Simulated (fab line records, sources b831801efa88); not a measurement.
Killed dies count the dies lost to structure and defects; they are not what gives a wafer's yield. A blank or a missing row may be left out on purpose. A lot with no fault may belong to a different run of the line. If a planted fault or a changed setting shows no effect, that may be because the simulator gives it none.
2 desks looking at one fault | flow sky130 | only its own numbers are on each desk; what lay behind them is given at the end

THE METROLOGY DESK
Lot by lot, what the gauges showed, no matter which tool ran the lot: averages of those sampled wafers that carry a number. A lot is out of limits, marked OUT, if its mean lies more than 4 standard deviations from the usual mean; the brackets give that distance.
Columns: A = VIA3_W_RS at SKY_VIA3_RS_MEAS_22, usual 0.296 ohm/sq; B = VIA3_W_THK at SKY_VIA3_THK_MEAS_23, usual 398 nm
lot  | first seen here | A     | B
L295 | day 39 12:12    | 0.297 | 391
L296 | day 40 01:59    | 0.294 | 397
L298 | day 40 12:39    | 0.292 | 397
L309 | day 44 06:35    | 0.297 | 406
L310 | day 44 09:07    | 0.298 | 391
L311 | day 44 17:23    | 0.299 | 403
This desk found nothing out of limits on any of the 6 lots.

THE TOOL OWNER'S DESK: pvd_sputter-01
At SKY_METAL4_SPUTTER_01 (material TiN, target thk 20 nm, time 16.7 s) the tool's own readings: per lot run on this tool, the mean of the sampled wafers that have a number. A lot is out of limits, marked OUT, if its mean lies more than 4 standard deviations from the usual mean; the brackets give that distance.
Columns: A = cathode_dc_power_W at SKY_METAL4_SPUTTER_01, usual 6499.9 W; B = throttle_valve_pct at SKY_METAL4_SPUTTER_01, usual 29.4 %
lot  | first seen here | A      | B
L295 | day 39 12:41    | 6499.7 | 28.9
L296 | day 40 02:29    | 6499.3 | 28.8
L298 | day 40 13:07    | 6500.1 | 29.7
L309 | day 44 07:04    | 6499.3 | 29.6
L311 | day 44 17:52    | 6499.4 | 30.1
This desk found nothing out of limits on any of the 5 lots.

BROUGHT TOGETHER
At the metrology desk, nothing out of limits was observed.
The desk of the tool owner found nothing out of limits.

WHAT WAS PUT IN BY THE SIMULATOR
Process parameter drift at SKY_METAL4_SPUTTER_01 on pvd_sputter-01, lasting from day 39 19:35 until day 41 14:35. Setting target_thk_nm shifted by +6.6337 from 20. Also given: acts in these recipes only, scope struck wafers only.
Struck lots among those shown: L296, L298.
